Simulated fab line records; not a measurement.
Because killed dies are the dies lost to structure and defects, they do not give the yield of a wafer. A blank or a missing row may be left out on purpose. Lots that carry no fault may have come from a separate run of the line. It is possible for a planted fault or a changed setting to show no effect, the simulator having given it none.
Which tool is to blame? / flow gf180mcu / 13 lots, 39 wafers sampled, at 5 steps of a route of 602

WHAT EACH GAUGE READ, for each wafer
GF_V4_RS_MEAS_24: a four-point-probe measurement. Usual: V4_W_RS gives 0.328 ohm/sq (standard deviation 0.0032).
lot=L225; measured=day 25 01:31; on=film_metro-04; V4_W_RS (ohm/sq)=0.323 0.328 0.328; flag=
lot=L226; measured=day 25 05:55; on=film_metro-01; V4_W_RS (ohm/sq)=0.324 0.326 0.326; flag=
lot=L227; measured=day 25 18:53; on=film_metro-03; V4_W_RS (ohm/sq)=0.325 0.329 0.323; flag=
lot=L229; measured=day 26 02:37; on=film_metro-01; V4_W_RS (ohm/sq)=0.326 0.325 0.329; flag=
lot=L228; measured=day 26 02:38; on=film_metro-03; V4_W_RS (ohm/sq)=0.329 0.326 0.328; flag=
lot=L234; measured=day 27 17:15; on=film_metro-04; V4_W_RS (ohm/sq)=0.326 0.330 0.326; flag=
lot=L235; measured=day 28 01:43; on=film_metro-03; V4_W_RS (ohm/sq)=0.321 0.324 0.322; flag=
lot=L237; measured=day 28 16:43; on=film_metro-01; V4_W_RS (ohm/sq)=0.331 0.332 0.331; flag=
lot=L238; measured=day 28 21:38; on=film_metro-04; V4_W_RS (ohm/sq)=0.327 0.331 0.333; flag=
lot=L240; measured=day 29 13:43; on=film_metro-03; V4_W_RS (ohm/sq)=0.328 0.332 0.333; flag=
lot=L243; measured=day 30 08:30; on=film_metro-03; V4_W_RS (ohm/sq)=0.335 0.330 0.330; flag=
lot=L245; measured=day 30 18:28; on=film_metro-03; V4_W_RS (ohm/sq)=0.328 0.330 0.330; flag=
lot=L247; measured=day 31 12:41; on=film_metro-03; V4_W_RS (ohm/sq)=0.327 0.326 0.323; flag=

GF_MIM_THK_MEAS_06. Usual: MIM_CVD_05_THK gives 42.1 nm (standard deviation 0.64).
lot=L225; measured=day 25 02:14; on=film_metro-01; MIM_CVD_05_THK (nm)=42.3 41.7 42.9; flag=
lot=L226; measured=day 25 06:38; on=film_metro-03; MIM_CVD_05_THK (nm)=40.6 41.5 42.2; flag=
lot=L227; measured=day 25 19:37; on=film_metro-01; MIM_CVD_05_THK (nm)=42.4 42.5 42.7; flag=
lot=L229; measured=day 26 03:20; on=film_metro-02; MIM_CVD_05_THK (nm)=41.9 41.4 42.0; flag=
lot=L228; measured=day 26 03:22; on=film_metro-01; MIM_CVD_05_THK (nm)=41.5 41.9 41.9; flag=
lot=L234; measured=day 27 18:00; on=film_metro-02; MIM_CVD_05_THK (nm)=31.3 32.1 42.7; flag=OFF
lot=L235; measured=day 28 02:26; on=film_metro-02; MIM_CVD_05_THK (nm)=41.7 42.3 41.7; flag=
lot=L237; measured=day 28 17:27; on=film_metro-01; MIM_CVD_05_THK (nm)=41.0 31.5 42.5; flag=OFF
lot=L238; measured=day 28 22:22; on=film_metro-03; MIM_CVD_05_THK (nm)=41.5 41.5 41.5; flag=
lot=L240; measured=day 29 14:26; on=film_metro-03; MIM_CVD_05_THK (nm)=41.6 42.4 43.4; flag=
lot=L243; measured=day 30 09:13; on=film_metro-03; MIM_CVD_05_THK (nm)=42.1 41.7 42.2; flag=
lot=L245; measured=day 30 19:11; on=film_metro-01; MIM_CVD_05_THK (nm)=42.9 43.4 43.6; flag=
lot=L247; measured=day 31 13:25; on=film_metro-03; MIM_CVD_05_THK (nm)=42.0 42.6 43.3; flag=

TOOL THAT RAN EACH LOT (tool first, then ch and the chambers of the sampled wafers, then the start)
lot=L225; GF_V4_SPUTTER_22=pvd_sputter-01, day 25 01:20; GF_MIM_SPUTTER_00=pvd_sputter-04, day 25 01:58; GF_MIM_CVD_05=pecvd-04 ch 0,1, day 25 02:11
lot=L226; GF_V4_SPUTTER_22=pvd_sputter-02, day 25 05:44; GF_MIM_SPUTTER_00=pvd_sputter-04, day 25 06:22; GF_MIM_CVD_05=pecvd-02 ch 0,1, day 25 06:35
lot=L227; GF_V4_SPUTTER_22=pvd_sputter-03, day 25 18:43; GF_MIM_SPUTTER_00=pvd_sputter-02, day 25 19:22; GF_MIM_CVD_05=pecvd-01 ch 0,1,2, day 25 19:35
lot=L229; GF_V4_SPUTTER_22=pvd_sputter-03, day 26 02:27; GF_MIM_SPUTTER_00=pvd_sputter-04, day 26 03:05; GF_MIM_CVD_05=pecvd-04 ch 0,1, day 26 03:19
lot=L228; GF_V4_SPUTTER_22=pvd_sputter-02, day 26 02:29; GF_MIM_SPUTTER_00=pvd_sputter-03, day 26 03:07; GF_MIM_CVD_05=pecvd-02 ch 1,2, day 26 03:20
lot=L234; GF_V4_SPUTTER_22=pvd_sputter-02, day 27 17:04; GF_MIM_SPUTTER_00=pvd_sputter-03, day 27 17:43; GF_MIM_CVD_05=pecvd-02 ch 0,1, day 27 17:56
lot=L235; GF_V4_SPUTTER_22=pvd_sputter-03, day 28 01:32; GF_MIM_SPUTTER_00=pvd_sputter-02, day 28 02:11; GF_MIM_CVD_05=pecvd-04 ch 0,1, day 28 02:24
lot=L237; GF_V4_SPUTTER_22=pvd_sputter-02, day 28 16:34; GF_MIM_SPUTTER_00=pvd_sputter-04, day 28 17:11; GF_MIM_CVD_05=pecvd-02 ch 1,2, day 28 17:25
lot=L238; GF_V4_SPUTTER_22=pvd_sputter-01, day 28 21:29; GF_MIM_SPUTTER_00=pvd_sputter-04, day 28 22:07; GF_MIM_CVD_05=pecvd-01 ch 0,2, day 28 22:20
lot=L240; GF_V4_SPUTTER_22=pvd_sputter-01, day 29 13:32; GF_MIM_SPUTTER_00=pvd_sputter-04, day 29 14:10; GF_MIM_CVD_05=pecvd-01 ch 0,2, day 29 14:23
lot=L243; GF_V4_SPUTTER_22=pvd_sputter-01, day 30 08:17; GF_MIM_SPUTTER_00=pvd_sputter-02, day 30 08:55; GF_MIM_CVD_05=pecvd-04 ch 0,1,2, day 30 09:10
lot=L245; GF_V4_SPUTTER_22=pvd_sputter-02, day 30 18:17; GF_MIM_SPUTTER_00=pvd_sputter-03, day 30 18:55; GF_MIM_CVD_05=pecvd-01 ch 1,2, day 30 19:08
lot=L247; GF_V4_SPUTTER_22=pvd_sputter-03, day 31 12:32; GF_MIM_SPUTTER_00=pvd_sputter-03, day 31 13:10; GF_MIM_CVD_05=pecvd-04 ch 0,1,2, day 31 13:23
- GF_V4_SPUTTER_22: material TiN, target thk 10 nm, time 40 s.
- GF_MIM_SPUTTER_00: material Ti, target thk 37.5 nm, time 150 s.
- GF_MIM_CVD_05: deposits Si3N4, target thk 42 nm, time 29.086 s.

WHAT THE TOOLS THEMSELVES READ (means of the sampled wafers that have a number; where no wafer has one, the mark that the record gives instead)
GF_V4_SPUTTER_22. Usual: chamber_pressure_pa 5.000 Pa, standard deviation 0.01; throttle_valve_pct 30.3 %, standard deviation 1.
lot=L225; tool=pvd_sputter-01; chamber_pressure_pa (Pa)=4.994; throttle_valve_pct (%)=30.9; flag=
lot=L226; tool=pvd_sputter-02; chamber_pressure_pa (Pa)=4.996; throttle_valve_pct (%)=30.1; flag=
lot=L227; tool=pvd_sputter-03; chamber_pressure_pa (Pa)=5.003; throttle_valve_pct (%)=29.9; flag=
lot=L229; tool=pvd_sputter-03; chamber_pressure_pa (Pa)=5.002; throttle_valve_pct (%)=29.5; flag=
lot=L228; tool=pvd_sputter-02; chamber_pressure_pa (Pa)=4.990; throttle_valve_pct (%)=30.4; flag=
lot=L234; tool=pvd_sputter-02; chamber_pressure_pa (Pa)=5.013; throttle_valve_pct (%)=30.1; flag=
lot=L235; tool=pvd_sputter-03; chamber_pressure_pa (Pa)=4.995; throttle_valve_pct (%)=29.6; flag=
lot=L237; tool=pvd_sputter-02; chamber_pressure_pa (Pa)=4.993; throttle_valve_pct (%)=30.1; flag=
lot=L238; tool=pvd_sputter-01; chamber_pressure_pa (Pa)=4.996; throttle_valve_pct (%)=30.6; flag=
lot=L240; tool=pvd_sputter-01; chamber_pressure_pa (Pa)=5.002; throttle_valve_pct (%)=30.4; flag=
lot=L243; tool=pvd_sputter-01; chamber_pressure_pa (Pa)=4.998; throttle_valve_pct (%)=31.3; flag=
lot=L245; tool=pvd_sputter-02; chamber_pressure_pa (Pa)=5.002; throttle_valve_pct (%)=29.9; flag=
lot=L247; tool=pvd_sputter-03; chamber_pressure_pa (Pa)=5.008; throttle_valve_pct (%)=30.4; flag=

GF_MIM_SPUTTER_00. Usual: chamber_pressure_pa 2.000 Pa, standard deviation 0.0039; substrate_temp_c 200.00 C, standard deviation 0.15; throttle_valve_pct 29.9 %, standard deviation 1.1.
lot=L225; tool=pvd_sputter-04; chamber_pressure_pa (Pa)=1.999; substrate_temp_c (C)=199.90; throttle_valve_pct (%)=29.1; flag=
lot=L226; tool=pvd_sputter-04; chamber_pressure_pa (Pa)=2.003; substrate_temp_c (C)=200.03; throttle_valve_pct (%)=30.1; flag=
lot=L227; tool=pvd_sputter-02; chamber_pressure_pa (Pa)=1.999; substrate_temp_c (C)=200.04; throttle_valve_pct (%)=30.1; flag=
lot=L229; tool=pvd_sputter-04; chamber_pressure_pa (Pa)=1.996; substrate_temp_c (C)=199.94; throttle_valve_pct (%)=30.1; flag=
lot=L228; tool=pvd_sputter-03; chamber_pressure_pa (Pa)=1.998; substrate_temp_c (C)=199.88; throttle_valve_pct (%)=29.4; flag=
lot=L234; tool=pvd_sputter-03; chamber_pressure_pa (Pa)=2.001; substrate_temp_c (C)=199.96; throttle_valve_pct (%)=28.7; flag=
lot=L235; tool=pvd_sputter-02; chamber_pressure_pa (Pa)=1.998; substrate_temp_c (C)=200.13; throttle_valve_pct (%)=30.0; flag=
lot=L237; tool=pvd_sputter-04; chamber_pressure_pa (Pa)=2.001; substrate_temp_c (C)=199.93; throttle_valve_pct (%)=29.0; flag=
lot=L238; tool=pvd_sputter-04; chamber_pressure_pa (Pa)=2.002; substrate_temp_c (C)=200.09; throttle_valve_pct (%)=29.9; flag=
lot=L240; tool=pvd_sputter-04; chamber_pressure_pa (Pa)=2.001; substrate_temp_c (C)=200.02; throttle_valve_pct (%)=30.2; flag=
lot=L243; tool=pvd_sputter-02; chamber_pressure_pa (Pa)=2.006; substrate_temp_c (C)=199.97; throttle_valve_pct (%)=30.4; flag=
lot=L245; tool=pvd_sputter-03; chamber_pressure_pa (Pa)=2.001; substrate_temp_c (C)=200.02; throttle_valve_pct (%)=30.1; flag=
lot=L247; tool=pvd_sputter-03; chamber_pressure_pa (Pa)=2.000; substrate_temp_c (C)=200.03; throttle_valve_pct (%)=29.7; flag=

GF_MIM_CVD_05. Usual: heater_power_w 658 W, standard deviation 87.
lot=L225; tool=pecvd-04; heater_power_w (W)=684; flag=
lot=L226; tool=pecvd-02; heater_power_w (W)=595; flag=
lot=L227; tool=pecvd-01; heater_power_w (W)=669; flag=
lot=L229; tool=pecvd-04; heater_power_w (W)=638; flag=
lot=L228; tool=pecvd-02; heater_power_w (W)=676; flag=
lot=L234; tool=pecvd-02; heater_power_w (W)=647; flag=
lot=L235; tool=pecvd-04; heater_power_w (W)=614; flag=
lot=L237; tool=pecvd-02; heater_power_w (W)=669; flag=
lot=L238; tool=pecvd-01; heater_power_w (W)=749; flag=
lot=L240; tool=pecvd-01; heater_power_w (W)=773; flag=
lot=L243; tool=pecvd-04; heater_power_w (W)=675; flag=
lot=L245; tool=pecvd-01; heater_power_w (W)=685; flag=
lot=L247; tool=pecvd-04; heater_power_w (W)=647; flag=

THE ANSWER, worked out from the rows above alone
Rule: a lot is off if the mean of its wafers that have a number lies more than 3 standard deviations from the usual mean. A lot without any number at a reading at which 4 lots or more have one is off too. The other lots that the step has rows for count as sound. Order of review: gauges by route order, followed by the tools' own readings, for which a lot's mean as printed above is used. At the first step where some lot is off, the reading lying furthest off is the one used; lots without a number count as furthest.
Off: L234, L237, at GF_MIM_THK_MEAS_06 (MIM_CVD_05_THK).
If a tool, at a process step before that reading, ran all the lots that are off and no sound lot after the first of them, it fits. Gauges at GF_MIM_THK_MEAS_06: tried the same way as those tools. One candidate fits, namely pecvd-02 at GF_MIM_CVD_05. A fault onset in the window from L228 (day 26 03:20, its last sound lot) to L234 (day 27 17:56, its first lot off) fits.

WHAT WAS PUT IN BY THE SIMULATOR
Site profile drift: pecvd-02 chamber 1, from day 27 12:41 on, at GF_MIM_CVD_05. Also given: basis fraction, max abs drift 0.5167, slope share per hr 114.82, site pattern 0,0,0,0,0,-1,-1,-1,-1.
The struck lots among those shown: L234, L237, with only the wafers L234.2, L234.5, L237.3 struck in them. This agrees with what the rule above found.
